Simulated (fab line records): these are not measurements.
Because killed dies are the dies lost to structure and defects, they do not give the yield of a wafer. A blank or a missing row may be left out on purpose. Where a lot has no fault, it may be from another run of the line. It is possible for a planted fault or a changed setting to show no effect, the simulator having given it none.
A lot that was struck, set against a sound lot :: flow gf180mcu :: 16 out of 602 route steps
Sound: these wafers, L790.1, L790.4, L790.5. Struck: wafer L787.5 (left out: L787.1, L787.3 of the same lot, which were not struck); the cause appears at the end.
At each step with rows: each side's tool, then ch and its chambers, then its first start. Under that, the readings that differ: sound wafers :: struck wafers :: difference of the means :: sigmas: that difference in standard deviations of wafers without a fault.
alike: readings whose means differ by less than 2 such deviations, and words and numbers that are the same on both sides. not compared: withheld readings, readings that some wafer has no value for, bounds like >300 that may hide the same value, and numbers for which the record gives no deviation and whose values overlap.
Wherever a step has rows on one side only, a row that says differs or no value, or a row with sigmas, the two part there. Numbers that don't overlap but have no deviation are shown without sigmas and don't part them. Lack of a reading on every wafer of one side parts them only where that side has two or more wafers.

GF_M3_SPUTTER_04: material TiN, target thk 50 nm, time 41.7 s.
  struck on pvdSputter-02, day 24 12:25; sound on pvdSputter-03, day 25 12:33
  alike: throttleValvePct
GF_M3_RS_MEAS_05: the measuring method here is four-point-probe.
  struck on filmMetro-02, day 24 12:27; sound on filmMetro-03, day 25 12:35
reading: M3_ALCU_RS (ohm/sq)
sound: 0.0718 0.0710 0.0706
struck: 0.0681
difference: -0.0030
sigmas: -4
GF_M3_THK_MEAS_06: measures by xrf.
  struck on filmMetro-02, day 24 12:34; sound on filmMetro-03, day 25 12:43
reading: M3_ALCU_THK (nm)
sound: 437 440 444
struck: 465
difference: +25
sigmas: +5
then, 7 steps without rows for these wafers: GF_M3_DEHYDRATE_07 (time 60 s); GF_M3_HMDS_08 (prime time 60 s); GF_M3_COAT_09 (resist thk 1000 nm); GF_M3_SOFTBAKE_10 (time 60 s); GF_M3_EXPOSE_11 (exposes mask Metal3, target cd 280 nm); GF_M3_PEB_12 (peb time 90 s); GF_M3_DEVELOP_13 (develop time 60 s).
GF_M3_CD_MEAS_14: target cd 280 nm.
  struck on cdSem-01, day 25 10:38; sound on cdSem-02, day 26 11:09
  alike: cdNm
GF_M3_OVL_MEAS_15:
  struck on overlay-01, day 25 10:45; sound on overlay-01, day 26 11:16
  alike: M3_OVL
GF_M3_METAL_ETCH_16: etches the open film in Cl2/BCl3, stops on SiO2, target depth 750.8 nm, time 125.1 s.
  sound on rieMetal-02 ch 0, day 26 11:19; struck on rieMetal-03 ch 1, day 25 10:47
reading: oesProductAu (a.u.)
sound: 0.991 0.991 0.992
struck: 0.924
difference: -0.067
sigmas: -9

reading: rfFwdPowerW (W)
sound: 790.0 792.9 792.1
struck: 664.4
difference: -127.3
sigmas: -49

reading: throttleValvePct (%)
sound: 28.233 28.236 28.241
struck: 28.299
difference: +0.062
sigmas: +6

reading: model.KrF_of_M3_COAT_09.thkNm (nm)
sound: 685.6 687.9 682.6
struck: 729.3
difference: +43.9
sigmas: 
  alike: biasW, drypumpMotorCurrentA
  not compared: rfHoursCounterH
GF_M3_STRIP_17: strips in O2/N2.
  sound on plasmaAsher-03 ch 0,1, day 26 11:26; struck on plasmaAsher-01 ch 1, day 25 10:55
reading: oesProductAu (a.u.)
sound: 0.548 0.541 0.539
struck: 0.557
difference: +0.014
sigmas: +3

reading: stripTimeToEndpointS (s)
sound: 7.40 7.40 7.36
struck: 7.84
difference: +0.45
sigmas: +8
  alike: drypumpMotorCurrentA, heaterPowerW
  not compared: rfHoursCounterH
then, 1 step without rows for these wafers: GF_M3_STRIP_18 (strips in post etch residue remover, time 1200 s).
GF_PASSIVATION_PROBE_99:
  the record holds rows for the sound wafers here (prober-02, day 33 09:49) but none for the struck ones

== WHERE THEY PART ==
First at GF_M3_RS_MEAS_05; last, within this record, at GF_PASSIVATION_PROBE_99.

WHY: whatever the simulator had introduced
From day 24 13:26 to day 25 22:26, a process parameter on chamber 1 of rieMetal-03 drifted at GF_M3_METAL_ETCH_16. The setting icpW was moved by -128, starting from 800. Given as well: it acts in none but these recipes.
